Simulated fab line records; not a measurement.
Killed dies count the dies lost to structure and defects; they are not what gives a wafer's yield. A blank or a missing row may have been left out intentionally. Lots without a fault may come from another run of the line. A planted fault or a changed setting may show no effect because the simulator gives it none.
Chamber matching | flow gf180mcu | pecvd-04 running GF_V3_CVD_02: 3 sister chambers
The step deposits SiO2 from TEOS, target thk 850 nm, time 94.851 s. 20 wafers are shown with their chamber, then 10 later ones without.

EACH WAFER AND ITS CHAMBER
wafer  | chamber | heaterPowerW (W) | rfFwdPowerW (W)
L074.1 | 1       | 564              | 597.5
L074.2 | 2       | 666              | 595.9
L074.4 | 1       | 583              | 594.7
L077.2 | 2       | 579              | 599.3
L077.3 | 0       | 606              | 591.6
L077.6 | 2       | 639              | 596.6
L079.3 | 0       | 547              | 595.8
L079.4 | 0       | 586              | 597.5
L079.6 | 2       | 678              | 596.5
L083.2 | 2       | 634              | 596.5
L083.4 | 1       | 558              | 596.5
L083.5 | 0       | 669              | 594.0
L084.1 | 0       | 605              | 600.7
L084.4 | 2       | 619              | 597.0
L084.6 | 0       | 644              | 594.9
L088.3 | 1       | 601              | 595.0
L088.4 | 0       | 497              | 597.6
L088.6 | 1       | 618              | 597.5
L089.1 | 1       | 525              | 597.0
L089.5 | 2       | 767              | 597.2

SIGNATURES (means of the wafers above)
reading      | chamber 0 | chamber 1 | chamber 2 | scatter within a chamber
heaterPowerW | 593.43    | 574.83    | 654.57    | 52.3
rfFwdPowerW  | 596.014   | 596.367   | 597.000   | 1.98
Rule: a wafer lies at a distance from a chamber equal to the root of the sum of squares, over the readings, of (its reading less the chamber's mean, divided by the reading's scatter). If the next closest chamber is less than 2 further off than the closest, the wafer can't be placed; otherwise it belongs to the closest. The scatter: the root of (the sum of the squares of (reading less its chamber's mean) over the shown wafers, divided by (wafers less chambers)).

WAFERS MISSING THEIR CHAMBER
wafer  | heaterPowerW (W) | rfFwdPowerW (W)
L089.6 | 506              | 595.1
L094.1 | 630              | 597.2
L094.2 | 636              | 596.8
L094.5 | 498              | 597.1
L095.4 | 656              | 596.1
L095.5 | 516              | 596.4
L095.6 | 701              | 596.7
L096.2 | 566              | 594.4
L096.5 | 618              | 596.0
L096.6 | 606              | 594.6

CHAMBER TAKEN BY EACH
wafer  | from the rows above          | in truth
L089.6 | can't be placed: 1 or 0 or 2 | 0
L094.1 | can't be placed: 2 or 0 or 1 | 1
L094.2 | can't be placed: 2 or 0 or 1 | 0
L094.5 | can't be placed: 1 or 0 or 2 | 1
L095.4 | can't be placed: 2 or 0 or 1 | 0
L095.5 | can't be placed: 1 or 0 or 2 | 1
L095.6 | can't be placed: 2 or 0 or 1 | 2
L096.2 | can't be placed: 0 or 1 or 2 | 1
L096.5 | can't be placed: 0 or 1 or 2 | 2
L096.6 | can't be placed: 0 or 1 or 2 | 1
Placed correctly: 0 of 10. From these rows, 10 cannot be placed; in 10 the true chamber is one of the candidates. Placed wrongly: 0.
